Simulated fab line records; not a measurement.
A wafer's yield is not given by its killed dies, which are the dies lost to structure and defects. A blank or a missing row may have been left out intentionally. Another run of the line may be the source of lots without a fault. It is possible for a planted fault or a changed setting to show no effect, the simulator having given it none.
Chamber matching / flow gf180mcu / 4 sister chambers for GF_V4_CMP_04 on cmp-02
The step polishes SiO2. 16 wafers are shown with their chamber, then 8 later ones without.

== WAFERS WITH THEIR CHAMBER ==
wafer=L694.2; chamber=0; motor-current-A (A)=12.1; time-to-endpoint-s (s)=72
wafer=L694.5; chamber=2; motor-current-A (A)=13.8; time-to-endpoint-s (s)=75
wafer=L694.6; chamber=1; motor-current-A (A)=13.9; time-to-endpoint-s (s)=85
wafer=L698.1; chamber=3; motor-current-A (A)=9.5; time-to-endpoint-s (s)=77
wafer=L698.3; chamber=0; motor-current-A (A)=11.8; time-to-endpoint-s (s)=81
wafer=L698.4; chamber=1; motor-current-A (A)=13.9; time-to-endpoint-s (s)=83
wafer=L701.1; chamber=0; motor-current-A (A)=11.7; time-to-endpoint-s (s)=78
wafer=L701.2; chamber=2; motor-current-A (A)=13.6; time-to-endpoint-s (s)=78
wafer=L701.6; chamber=3; motor-current-A (A)=9.3; time-to-endpoint-s (s)=81
wafer=L704.2; chamber=1; motor-current-A (A)=14.3; time-to-endpoint-s (s)=81
wafer=L704.3; chamber=0; motor-current-A (A)=11.8; time-to-endpoint-s (s)=76
wafer=L704.4; chamber=3; motor-current-A (A)=9.2; time-to-endpoint-s (s)=79
wafer=L709.1; chamber=3; motor-current-A (A)=9.2; time-to-endpoint-s (s)=81
wafer=L709.2; chamber=0; motor-current-A (A)=12.5; time-to-endpoint-s (s)=80
wafer=L709.4; chamber=2; motor-current-A (A)=13.6; time-to-endpoint-s (s)=88
wafer=L712.3; chamber=3; motor-current-A (A)=9.6; time-to-endpoint-s (s)=77

SIGNATURES, as means of the wafers listed above
reading=motor-current-A; chamber 0=11.980; chamber 1=14.033; chamber 2=13.667; chamber 3=9.360; scatter within a chamber=0.24
reading=time-to-endpoint-s; chamber 0=77.40; chamber 1=83.00; chamber 2=80.33; chamber 3=79.00; scatter within a chamber=3.74
Rule: for each reading, subtract the chamber's mean from the wafer's reading, divide by that reading's scatter and square the result; add these up over the readings and take the root, which gives the wafer's distance from the chamber. The wafer belongs to the nearest chamber; if the next one is less than 2 further off, it can't be placed. The scatter: take each reading less its chamber's mean, square it, sum over the shown wafers, divide by the number of wafers less the number of chambers, and take the root.

== WAFERS WHOSE CHAMBER IS MISSING ==
wafer=L712.5; motor-current-A (A)=14.4; time-to-endpoint-s (s)=87
wafer=L712.6; motor-current-A (A)=13.7; time-to-endpoint-s (s)=86
wafer=L713.1; motor-current-A (A)=15.1; time-to-endpoint-s (s)=74
wafer=L713.5; motor-current-A (A)=11.6; time-to-endpoint-s (s)=86
wafer=L713.6; motor-current-A (A)=9.9; time-to-endpoint-s (s)=83
wafer=L715.3; motor-current-A (A)=13.2; time-to-endpoint-s (s)=78
wafer=L715.4; motor-current-A (A)=11.7; time-to-endpoint-s (s)=80
wafer=L715.5; motor-current-A (A)=12.7; time-to-endpoint-s (s)=82

== WHICH CHAMBER EACH ONE RAN IN ==
wafer=L712.5; from the rows above=can't be placed: 1 or 2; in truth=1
wafer=L712.6; from the rows above=can't be placed: 2 or 1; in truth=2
wafer=L713.1; from the rows above=can't be placed: 1 or 2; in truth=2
wafer=L713.5; from the rows above=0; in truth=0
wafer=L713.6; from the rows above=3; in truth=3
wafer=L715.3; from the rows above=can't be placed: 2 or 1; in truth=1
wafer=L715.4; from the rows above=0; in truth=0
wafer=L715.5; from the rows above=can't be placed: 0 or 2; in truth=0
Placed correctly: 3 of 8. These rows do not allow placing 5 (true chamber among the candidates in 5). Placed wrongly: 0.
